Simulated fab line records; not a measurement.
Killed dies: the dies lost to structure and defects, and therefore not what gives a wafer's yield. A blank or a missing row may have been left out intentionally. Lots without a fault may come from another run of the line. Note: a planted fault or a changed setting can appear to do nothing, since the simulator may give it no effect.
fab line records | flow sky130
record lots=7 wafers=21 last-day=50
route steps=708 shown PWDE@55 NWELL@56
lots that met no fault: taken from a fault-free run of the same line
start-h: hours from the record's first day to the start of the lot's first wafer shown | wait-h: hours since the lot's step before | " as in the row above | L1.1+2: a single row standing in for several wafers | - no value, or no start was given | * or withheld: withheld | < > ~ a bound
route shown NAME@n: names a module that has steps shown in the file, with the first one's number in the route | usual: mean/standard deviation of fault-free wafers | same: alike in all rows | chamber/n: place in a boat | sites: the reading at each site | _std_site: standard deviation across them | _edge_site: inner sites' mean taken away from outer sites' mean | radius-mm: for every site, how far away it sits from the centre of the wafer | mask NAME#n: copy n | behind: the tool/chamber that last shaped the wafer | hold: why the lot was held/for how many hours/how that ended | device: whichever transistor did not switch (one of n, p or np) | end of line: the tests these same wafers got at the end of their route | for a step that has no rows: nothing shown but its recipe | killed: count of dies lost to structure and defects at first sort (not the wafer's yield) | map: shows each die of a wafer: x if killed, . if not, _ if none is there
set.NAME: the setting that was run; set.NAME@STEP: the one run at that earlier step | model.NAME: the simulator's own value behind a step, which no gauge read
lots seen at some steps along the route; tables by step, rows by wafer
services: the hour from which a tool's chamber was out of use, counted from the record's first day as start-h (under 0 if before that day), plus the number of hours and why
## steps
# step SKY_PWDE_TW_MEAS_10
# usual PWDE_TW=373.9/1.9
# columns lot.wafer tool chamber start-h wait-h PWDE_TW
L483.1 film-metro-02 - 82.05 0.1 371.6
L483.3 " - " " 374.4
L483.6 " - " " 373.8
L488.1 film-metro-04 - 111.74 0.1 375.3
L488.2 " - " " 376.5
L488.6 " - " " 375.1
L489.1 film-metro-01 - 120.50 0.1 375.5
L489.2 " - " " 376.0
L489.3 " - " " 374.9
L490.1 film-metro-04 - 123.59 0.1 372.0
L490.2 " - " " 372.7
L490.4 " - " " 372.8
L491.2 film-metro-01 - 127.56 0.1 373.1
L491.4 " - " " 375.1
L491.6 " - " " 373.9
L500.1 film-metro-01 - 187.20 0.1 375.7
L500.3 " - " " 374.4
L500.5 " - " " 376.5
L502.1 film-metro-02 - 195.05 0.1 371.1
L502.4 " - " " 370.0
L502.6 " - " " 371.6
# step SKY_NWELL_DEHYDRATE_03
# recipe temp-c=200 time-s=60
# step SKY_NWELL_HMDS_04
# recipe prime-time-s=60 prime-temp-c=120
# step SKY_NWELL_COAT_05
# recipe spin-rpm=2000 resist-thk-nm=3000
# step SKY_NWELL_SOFTBAKE_06
# recipe temp-c=110 time-s=withheld
# step SKY_NWELL_EXPOSE_07
# recipe mask-id=NWM na=0.6 source-shape=conventional sigma-outer=0.6 polarization=unpolarized target-cd-nm=840 dose-mj=255
# step SKY_NWELL_PEB_08
# recipe temp-c=115 time-s=withheld
# step SKY_NWELL_DEVELOP_09
# recipe wall-angle-deg=90 developer=TMAH develop-time-s=60 dev-temp-c=23
# step SKY_NWELL_OVL_MEAS_10
# usual NWELL_00_OVL=-0.3/1.4
# columns lot.wafer tool chamber start-h wait-h NWELL_00_OVL[nm]
L483.1 overlay-02 - 99.16 - -3.1
L483.3 " - " " -1.7
L483.6 " - " " -0.6
L488.1 overlay-01 - 130.16 - 0.5
L488.2 " - " " 2.7
L488.6 " - " " 1.2
L489.1 overlay-01 - 138.31 - -0.9
L489.2 " - " " -0.3
L489.3 " - " " -0.1
L490.1 overlay-02 - 141.75 - -1.4
L490.2 " - " " -0.8
L490.4 " - " " -1.4
L491.2 overlay-01 - 145.07 - 1.1
L491.4 " - " " -0.9
L491.6 " - " " 1.8
L500.1 overlay-02 - 208.91 - -0.6
L500.3 " - " " -0.9
L500.5 " - " " -0.7
L502.1 overlay-02 - 217.06 - -2.0
L502.4 " - " " -1.4
L502.6 " - " " -2.5
# step SKY_NWELL_IMPLANT_11
# recipe species=P energy-kev=400 dose-cm2=1.9e+13 tilt-deg=withheld
# step SKY_NWELL_IMPLANT_12
# recipe species=P energy-kev=120 dose-cm2=1.3e+12 tilt-deg=withheld
# step SKY_NWELL_IMPLANT_13
# recipe species=P energy-kev=50 dose-cm2=7e+11 tilt-deg=withheld
# step SKY_NWELL_STRIP_14
# recipe chemistry=O2/N2 power-w=1400 pressure-mtorr=1500 platen-temp-c=withheld o2-flow-sccm=3000 n2-flow-sccm=300 overash-fraction=0.5
# usual chamber-pressure-mTorr=1499.7/1.4 drypump-motor-current-A=5.5/0.35 oes-product-au=0.723/0.0043 overash-fraction=0.5/0 strip-time-to-endpoint-s=36.93/0.084
# columns lot.wafer tool chamber start-h wait-h chamber-pressure-mTorr drypump-motor-current-A oes-product-au overash-fraction rf-hours-counter-h strip-time-to-endpoint-s model.coat_of_NWELL_COAT_05.thk-nm
L483.1 plasma-asher-02 0 99.65 0.1 1498.9 5.9 0.722 0.5 27 36.83 0
L483.3 " 1 " " 1499.0 5.5 0.718 0.5 - 36.91 0
L483.6 " 1 " " 1500.6 5.5 0.723 0.5 - 36.78 0
L488.1 plasma-asher-03 0 130.65 0.1 - - - - - - 2995
L488.2 " 1 " " - - - - - - 2990
L488.6 " 0 " " - - - - - - 2993
L489.1 plasma-asher-02 0 138.80 0.1 - - - - - - 2995
L489.2 " 1 " " - - - - - - 3005
L489.3 " 1 " " - - - - - - 3001
L490.1 plasma-asher-04 1 142.24 0.1 - - - - - - 3001
L490.2 " 0 " " - - - - - - 3001
L490.4 " 0 " " - - - - - - 3007
L491.2 plasma-asher-04 0 145.55 0.1 1499.5 5.5 0.725 0.5 3 37.06 0
L491.4 " 0 " " 1501.7 5.6 0.718 0.5 - 36.97 0
L491.6 " 0 " " 1498.6 5.6 0.711 0.5 - 36.97 0
L500.1 plasma-asher-03 1 209.40 0.1 1500.8 5.9 0.732 0.5 53 36.94 0
L500.3 " 1 " " 1499.5 5.8 0.716 0.5 - 36.92 0
L500.5 " 1 " " 1500.5 5.9 0.727 0.5 - 36.93 0
L502.1 plasma-asher-03 1 217.55 0.1 1500.7 5.8 0.725 0.5 54 36.98 0
L502.4 " 1 " " 1499.4 5.8 0.721 0.5 - 36.99 0
L502.6 " 0 " " 1497.5 4.9 0.717 0.5 - 37.05 0
# step SKY_NWELL_TW_MEAS_15
# usual NWELL_TW=1820/8.6
# columns lot.wafer tool chamber start-h wait-h NWELL_TW
L483.1 film-metro-04 - 99.75 0.1 1837
L483.3 " - " " 1827
L483.6 " - " " 1824
L488.1 film-metro-01 - 130.75 0.1 1820
L488.2 " - " " 1823
L488.6 " - " " 1817
L489.1 film-metro-04 - 138.90 0.1 1814
L489.2 " - " " 1810
L489.3 " - " " 1810
L490.1 film-metro-04 - 142.34 0.1 1820
L490.2 " - " " 1821
L490.4 " - " " 1803
L491.2 film-metro-01 - 145.66 0.1 1831
L491.4 " - " " 1824
L491.6 " - " " 1827
L500.1 film-metro-04 - 209.50 0.1 1827
L500.3 " - " " 1824
L500.5 " - " " 1820
L502.1 film-metro-02 - 217.65 0.1 1816
L502.4 " - " " 1826
L502.6 " - " " 1816
# step SKY_NWELL_DEHYDRATE_16
# recipe temp-c=200 time-s=60
# step SKY_NWELL_HMDS_17
# recipe prime-time-s=60 prime-temp-c=120
# step SKY_NWELL_COAT_18
# recipe spin-rpm=2000 resist-thk-nm=3000
# step SKY_NWELL_SOFTBAKE_19
# recipe temp-c=110 time-s=withheld
# step SKY_NWELL_EXPOSE_20
# recipe mask-id=NWM_COMPLEMENT na=0.6 source-shape=conventional sigma-outer=0.6 polarization=unpolarized target-cd-nm=840 dose-mj=260
# step SKY_NWELL_PEB_21
# recipe temp-c=115 time-s=withheld
# step SKY_NWELL_DEVELOP_22
# recipe wall-angle-deg=90 developer=TMAH develop-time-s=60 dev-temp-c=23
# step SKY_NWELL_OVL_MEAS_23
# usual NWELL_01_OVL=-0.8/1.2
# columns lot.wafer tool chamber start-h wait-h NWELL_01_OVL[nm]
L483.1 overlay-02 - 117.61 - -1.3
L483.3 " - " " -2.0
L483.6 " - " " -0.4
L488.1 overlay-01 - 149.05 - -1.0
L488.2 " - " " 0.1
L488.6 " - " " 0.3
L489.1 overlay-01 - 158.96 - -0.9
L489.2 " - " " -1.9
L489.3 " - " " -1.8
L490.1 overlay-01 - 161.65 - 2.2
L490.2 " - " " 0.1
L490.4 " - " " 1.4
L491.2 overlay-02 - 165.87 - 0.3
L491.4 " - " " -0.4
L491.6 " - " " -1.4
L500.1 overlay-01 - 231.16 - -2.7
L500.3 " - " " -1.8
L500.5 " - " " -0.4
L502.1 overlay-01 - 239.76 - -0.3
L502.4 " - " " -0.6
L502.6 " - " " -0.2
# step SKY_NWELL_IMPLANT_24
# recipe species=B energy-kev=140 dose-cm2=9.2e+12 tilt-deg=withheld
# step SKY_NWELL_STRIP_25
# recipe chemistry=O2/N2 power-w=1400 pressure-mtorr=1500 platen-temp-c=withheld o2-flow-sccm=3000 n2-flow-sccm=300 overash-fraction=0.5
# usual chamber-pressure-mTorr=1500.1/1.4 drypump-motor-current-A=5.5/0.37 oes-product-au=0.722/0.0043 strip-time-to-endpoint-s=36.96/0.088
# same overash-fraction=0.5
# columns lot.wafer tool chamber start-h wait-h chamber-pressure-mTorr drypump-motor-current-A oes-product-au rf-hours-counter-h strip-time-to-endpoint-s
L483.1 plasma-asher-04 1 117.80 0.1 1501.8 5.4 0.725 0 36.86
L483.3 " 1 " " 1501.0 5.4 0.717 - 36.83
L483.6 " 1 " " 1499.3 5.4 0.719 - 36.79
L488.1 plasma-asher-04 1 149.24 0.1 1498.6 5.4 0.737 3 81.11
L488.2 " 0 " " 1501.5 5.6 0.740 3 81.06
L488.6 " 0 " " 1502.9 5.6 0.730 - 81.02
L489.1 plasma-asher-03 1 159.15 0.1 1501.5 5.9 0.737 48 81.09
L489.2 " 0 " " 1502.3 4.8 0.743 48 81.35
L489.3 " 1 " " 1500.3 5.9 0.743 - 81.31
L490.1 plasma-asher-02 1 161.84 0.1 1497.4 5.6 0.731 33 81.27
L490.2 " 0 " " 1501.7 5.8 0.744 33 81.17
L490.4 " 0 " " 1498.3 5.9 0.741 - 81.31
L491.2 plasma-asher-04 0 166.05 0.1 1501.1 5.6 0.722 4 36.98
L491.4 " 1 " " 1499.9 5.4 0.713 - 36.96
L491.6 " 1 " " 1502.0 5.4 0.719 - 36.97
L500.1 plasma-asher-04 0 231.35 0.1 1500.4 5.6 0.721 11 36.97
L500.3 " 0 " " 1500.8 5.6 0.717 - 37.01
L500.5 " 0 " " 1501.0 5.6 0.722 - 37.01
L502.1 plasma-asher-04 0 239.95 0.1 1499.4 5.6 0.722 12 36.90
L502.4 " 0 " " 1500.1 5.6 0.725 - 36.95
L502.6 " 0 " " 1499.5 5.6 0.722 - 36.88
# step SKY_NWELL_TW_MEAS_26
# usual NWELL_2_TW=495.7/2.7
# columns lot.wafer tool chamber start-h wait-h NWELL_2_TW
L483.1 film-metro-02 - 117.90 0.1 496.3
L483.3 " - " " 495.6
L483.6 " - " " 491.2
L488.1 film-metro-01 - 149.34 0.1 30.3
L488.2 " - " " 29.9
L488.6 " - " " 30.0
L489.1 film-metro-02 - 159.25 0.1 29.9
L489.2 " - " " 30.0
L489.3 " - " " 30.1
L490.1 film-metro-02 - 161.94 0.1 30.0
L490.2 " - " " 30.0
L490.4 " - " " 30.1
L491.2 film-metro-04 - 166.16 0.1 497.2
L491.4 " - " " 497.8
L491.6 " - " " 498.9
L500.1 film-metro-02 - 231.45 0.1 493.7
L500.3 " - " " 497.1
L500.5 " - " " 494.0
L502.1 film-metro-04 - 240.10 0.1 499.5
L502.4 " - " " 500.4
L502.6 " - " " 498.7
# step SKY_NWELL_CLEAN_27
# recipe chemistry=SC1/SC2 mix=1:4:20 temp-c=70 time-s=150 dry=n2-spin
## services
# columns tool chamber start-h hours kind
plasma-asher-02 - 81.83 6.7 repair
plasma-asher-04 - 108.75 9.0 pm
plasma-asher-04 0 108.75 9.0 vent-cycle
plasma-asher-04 1 108.75 9.0 vent-cycle
plasma-asher-04 0 117.75 - clean
plasma-asher-04 1 117.75 - clean
plasma-asher-03 - 124.51 0.5 repair
plasma-asher-04 - 160.57 2.8 repair
## key
first-sign step=SKY_NWELL_STRIP_14 reading=tool-record direction=missing
effect step=SKY_NWELL_STRIP_25 reading=strip-time-to-endpoint-s direction=up sigmas=99+ usual=* struck=*
effect step=SKY_NWELL_TW_MEAS_26 reading=NWELL_2_TW direction=down sigmas=99+ usual=495.7 struck=30.0
model-effect step=SKY_NWELL_STRIP_14 value=coat_of_NWELL_COAT_05.thk-nm without=0 struck=2999
met-at SKY_NWELL_STRIP_14
struck-wafers L488.1,L488.2,L488.6,L489.1,L489.2,L489.3,L490.1,L490.2,L490.4
sort-left-out L488.1,L488.2,L488.6,L489.1,L489.2,L489.3,L490.1,L490.2,L490.4
tester-left-out L488,L489,L490
onset-between 99.65 130.65
fault kind=skipped-step-whole tool=plasma-asher-02,plasma-asher-03,plasma-asher-04 chamber=- onset-h=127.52 steps=SKY_NWELL_STRIP_14 scope=struck-lots-only
# tester-left-out: of these lots the tester's yield and bins aren't shown, on N5 and GAA mostly nor the transistor test; their killed dies are dies lost to structure and defects alone, not to doping, threshold or leakage, so they don't give the yield
# sort-left-out: the simulated sort isn't trusted on such a fault, so these wafers' sort isn't shown, and their yield isn't known
